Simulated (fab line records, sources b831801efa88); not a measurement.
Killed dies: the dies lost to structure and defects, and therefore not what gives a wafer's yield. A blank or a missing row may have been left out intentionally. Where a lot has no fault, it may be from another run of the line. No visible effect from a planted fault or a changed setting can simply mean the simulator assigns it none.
Which tool is to blame? -- flow gf180mcu -- Sampling: 6 lots, 18 wafers, 3 of 602 route steps

== WHAT THE GAUGES SHOWED, per wafer ==
GF_VT_IMPLANT_OVL_MEAS_18.
lot,measured,on,VT_IMPLANT_01_OVL (nm)
L891,day 6 12:47,overlay-01,-2.1 -1.9 -0.5
L894,day 7 08:56,overlay-01,2.7 2.3 0.0
L900,day 8 22:29,overlay-01,0.8 -1.2 1.3
L907,day 10 17:11,overlay-01,-3.1 -3.4 -2.0
L910,day 11 14:50,overlay-01,0.8 1.0 -0.3
L913,day 12 05:26,overlay-02,2.0 0.8 2.1

== EACH LOT AND THE TOOL THAT RAN IT (in order: tool; ch and the chambers of the sampled wafers; start) ==
lot,GF_LVPWELL_STRIP_10,GF_VT_IMPLANT_EXPOSE_15
L891,"plasma_asher-04 ch 0,1, day 4 03:43","iline_stepper-01 ch 0, day 6 05:24"
L894,"plasma_asher-04 ch 1, day 4 20:20","iline_stepper-02 ch 0, day 7 01:03"
L900,"plasma_asher-03 ch 0,1, day 6 05:46","iline_stepper-02 ch 0, day 8 13:58"
L907,"plasma_asher-04 ch 0,1, day 7 21:01","iline_stepper-01 ch 0, day 10 08:21"
L910,"plasma_asher-03 ch 0,1, day 8 15:22","iline_stepper-02 ch 0, day 11 05:59"
L913,"plasma_asher-02 ch 0,1, day 9 05:49","iline_stepper-02 ch 0, day 11 20:09"
- GF_LVPWELL_STRIP_10: strips in O2/N2.
- GF_VT_IMPLANT_EXPOSE_15: exposes mask Nwell LV AREA, target cd 860 nm.

== THE ANSWER, worked out from the rows above alone ==
Rule: the usual values come from the lots themselves. The widest of any qualifying gaps counts: lots, ordered by their means at a reading, are off when they make up no more than a third of the lots, leave a main group of 4 or more, and stand apart from it by 3 or more times the standard deviation of that group's means. A main group whose means are all the same, to the digits that the tables above print for the reading, isn't used. A lot without any number at a reading at which 4 lots or more have one is off too. Any other lot the step has rows for is counted as sound.
Across all readings shown, no lot is off: no conclusion can be drawn from this.

== WHAT THE SIMULATOR PUT IN ==
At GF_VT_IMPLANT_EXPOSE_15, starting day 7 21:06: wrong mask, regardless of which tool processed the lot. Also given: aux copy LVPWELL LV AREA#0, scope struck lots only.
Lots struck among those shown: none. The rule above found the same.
